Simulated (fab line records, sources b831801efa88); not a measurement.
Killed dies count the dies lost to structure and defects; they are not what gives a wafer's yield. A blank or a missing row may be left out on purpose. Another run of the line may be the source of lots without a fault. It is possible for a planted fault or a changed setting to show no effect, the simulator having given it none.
Struck lot and sound lot, side by side	flow gf180mcu	36 steps out of a route of 602
Sound: these wafers, L646.1, L646.4, L646.6. The struck wafers were L660.1, L660.3, L660.6. The cause comes at the end.
For every step that has rows: the tool of each side, followed by ch and its chambers, followed by its first start. Under that, the readings that differ: sound wafers	struck wafers	difference of the means	sigmas: that difference in standard deviations of wafers without a fault.
alike: same words and numbers on both sides, and readings whose means sit less than 2 such deviations apart. not compared: any withheld reading, any reading some wafer has no value for, any bound like >300 that may hide the same value, and any number with overlapping values for which the record gives no deviation.
Wherever a step has rows on one side only, a row that says differs or no value, or a row with sigmas, the two part there. When numbers do not overlap yet have no deviation, they are printed without sigmas and do not part them. A reading that every wafer of one side lacks parts them only if that side has two wafers or more.

GF_HV_LDD_STRIP_49: strips in O2/N2.
  sound on plasma-asher-03 ch 0,1, day 12 07:06; struck on plasma-asher-02 ch 0,1, day 17 04:05
  alike: drypump-motor-current-A, heater-power-w, oes-product-au, strip-time-to-endpoint-s
  not compared: rf-hours-counter-h
GF_HV_LDD_TW_MEAS_50:
  sound on film-metro-04 at day 12 07:12; struck on film-metro-04 at day 17 04:12
  alike: HV_LDD_4_TW
then, 1 step without rows for these wafers: GF_HV_LDD_CLEAN_51 (cleans in SC1/SC2, time 150 s).
GF_HV_LDD_RTA_52: time 10 s.
  sound on rtp-anneal-02 ch 0, day 12 07:19; struck on rtp-anneal-02 ch 0, day 17 04:19
  alike: lamp-power-pct, wafer_temp_C_max
GF_HV_LDD_RS_MEAS_53: measures by four-point-probe.
  sound on film-metro-01 at day 12 07:23; struck on film-metro-04 at day 17 04:23
  alike: HV_LDD_RS
then, 1 step without rows for these wafers: GF_HV_LDD_CVD_54 (deposits SiO2 from TEOS, target thk 10 nm, time 75 s).
GF_HV_LDD_THK_MEAS_55:
  sound on film-metro-01 at day 12 08:31; struck on film-metro-04 at day 17 06:44
  alike: HV_LDD_CVD_54_THK
then, 1 step without rows for these wafers: GF_HV_LDD_CVD_56 (deposits Si3N4 from DCS/NH3, target thk 90 nm, time 1543 s).
GF_HV_LDD_THK_MEAS_57:
  sound on film-metro-04 at day 12 10:01; struck on film-metro-01 at day 17 08:14
  alike: HV_LDD_CVD_56_THK
GF_HV_LDD_ETCHBACK_58: etches Si3N4 in CH3F/O2, stops on SiO2, time 100 s, target depth 90 nm.
  sound on rie-diel-02 ch 0,3, day 12 10:04; struck on rie-diel-01 ch 2,3, day 17 08:17
  alike: drypump-motor-current-A, oes-product-au, throttle-valve-pct
  not compared: rf-hours-counter-h
then, 2 steps without rows for these wafers: GF_NSD_DEHYDRATE_00 (time 60 s); GF_NSD_HMDS_01 (prime time 60 s).
GF_NSD_COAT_02: resist thk 1000 nm.
  sound on litho-track-02 ch 0, day 12 19:35; struck on litho-track-02, day 17 18:56
  no value came back on the struck wafers for chill-plate-temp-C (C), dispense-pressure-kPa (kPa), spin-speed-rpm (rpm); on the sound wafers chill-plate-temp-C (C) reads 22.89 22.88 22.95
then, 4 steps without rows for these wafers: GF_NSD_SOFTBAKE_03 (time 60 s); GF_NSD_EXPOSE_04 (exposes mask Nplus, target cd 400 nm); GF_NSD_PEB_05; GF_NSD_DEVELOP_06 (develop time 60 s).
GF_NSD_CD_MEAS_07: target cd 400 nm.
  sound on cd-sem-01 at day 13 05:34; struck on cd-sem-02 at day 18 06:08
reading	sound	struck	difference	sigmas
cd-nm (nm)	397.5 396.0 396.0	- - -	no value on the struck wafers	
GF_NSD_OVL_MEAS_08:
  sound on overlay-01 at day 13 05:42; struck on overlay-01 at day 18 06:16
reading	sound	struck	difference	sigmas
NSD_OVL (nm)	-2.4 -0.9 -2.2	- - -	no value on the struck wafers	
then, 2 steps without rows for these wafers: GF_NSD_IMPLANT_09; GF_NSD_IMPLANT_10.
GF_NSD_STRIP_11: strips in O2/N2.
  sound on plasma-asher-04 ch 0,1, day 13 06:02; struck on plasma-asher-03 ch 0,1, day 18 06:36
  no value came back on the struck wafers for oes-product-au (a.u.), strip-time-to-endpoint-s (s); on the sound wafers oes-product-au (a.u.) reads 0.489 0.484 0.484
  alike: drypump-motor-current-A, heater-power-w
  not compared: rf-hours-counter-h
GF_NSD_TW_MEAS_12:
  sound on film-metro-03 at day 13 06:08; struck on film-metro-03 at day 18 06:42
  alike: NSD_TW
then, 7 steps without rows for these wafers: GF_PSD_DEHYDRATE_00 (time 60 s); GF_PSD_HMDS_01 (prime time 60 s); GF_PSD_COAT_02 (resist thk 1000 nm); GF_PSD_SOFTBAKE_03 (time 60 s); GF_PSD_EXPOSE_04 (exposes mask Pplus, target cd 400 nm); GF_PSD_PEB_05; GF_PSD_DEVELOP_06 (develop time 60 s).
GF_PSD_CD_MEAS_07: target cd 400 nm.
  sound on cd-sem-01 at day 14 02:43; struck on cd-sem-01 at day 19 06:29
  alike: cd-nm
GF_PSD_OVL_MEAS_08:
  sound on overlay-01 at day 14 02:50; struck on overlay-01 at day 19 06:36
  alike: PSD_OVL
following that, these wafers have no rows for 1 step: GF_PSD_IMPLANT_09.
GF_PSD_STRIP_10: strips in O2/N2.
  sound on plasma-asher-03 ch 0,1, day 14 03:02; struck on plasma-asher-02 ch 0,1, day 19 06:47
  alike: drypump-motor-current-A, heater-power-w, oes-product-au, strip-time-to-endpoint-s
  not compared: rf-hours-counter-h
GF_PSD_TW_MEAS_11:
  sound on film-metro-01 at day 14 03:08; struck on film-metro-03 at day 19 06:53
reading	sound	struck	difference	sigmas
PSD_TW	3134 3125 3123	4254 4241 4255	+1123	+45
then, 1 step without rows for these wafers: GF_PSD_CLEAN_12 (cleans in SC1/SC2, time 150 s).

== WHERE THEY PART ==
At GF_NSD_COAT_02 first; at GF_PSD_TW_MEAS_11 last (within this record only).

WHY: whatever the simulator had introduced
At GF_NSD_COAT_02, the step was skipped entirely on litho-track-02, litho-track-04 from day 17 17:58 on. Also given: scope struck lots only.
